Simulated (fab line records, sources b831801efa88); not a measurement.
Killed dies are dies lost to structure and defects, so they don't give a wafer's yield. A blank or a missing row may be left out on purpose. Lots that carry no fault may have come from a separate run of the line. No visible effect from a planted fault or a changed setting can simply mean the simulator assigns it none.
Matching of chambers :: flow sfq-line :: SFQ_TRILAYER_I7_CMP_CMP_184 on cmp-01 has 4 sister chambers
The step polishes SiO2. 4 wafers are shown with their chamber, then 7 later ones without.

== WAFERS PAIRED WITH THEIR CHAMBERS ==
wafer: L384.1
chamber: 2
motor-current-A (A): 9.9

wafer: L384.6
chamber: 1
motor-current-A (A): 9.0

wafer: L389.1
chamber: 3
motor-current-A (A): 10.0

wafer: L389.5
chamber: 0
motor-current-A (A): 7.6

== WAFERS MISSING THEIR CHAMBER ==
wafer: L389.6
motor-current-A (A): 8.9

wafer: L392.2
motor-current-A (A): 8.7

wafer: L392.4
motor-current-A (A): 10.3

wafer: L392.5
motor-current-A (A): 9.4

wafer: L393.2
motor-current-A (A): 9.6

wafer: L393.4
motor-current-A (A): 10.4

wafer: L393.5
motor-current-A (A): 8.7

== WHICH CHAMBER EACH WENT THROUGH ==
wafer: L389.6
from the rows above: 1
in truth: 1

wafer: L392.2
from the rows above: 1
in truth: 1

wafer: L392.4
from the rows above: can't be placed: 3 or 2
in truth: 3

wafer: L392.5
from the rows above: can't be placed: 1 or 2 or 3
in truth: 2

wafer: L393.2
from the rows above: can't be placed: 2 or 3 or 1
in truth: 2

wafer: L393.4
from the rows above: can't be placed: 3 or 2
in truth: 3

wafer: L393.5
from the rows above: 1
in truth: 1
3 of 7 placed correctly. Cannot be placed on the basis of these rows: 4; the candidates contain the true chamber in 4. 0 placed wrongly.
How it was worked out, from the rows above alone: a wafer's distance from a chamber is the root of the sum, over the readings, of the square of ((its reading less the chamber's mean) divided by the reading's scatter). The wafer belongs to the nearest chamber; if the next one is less than 2 further off, it can't be placed. Each chamber's mean is taken over the wafers shown for it. The scatter: root of mean squared gap, hidden wafer to nearest shown wafer, with one shown wafer a chamber.
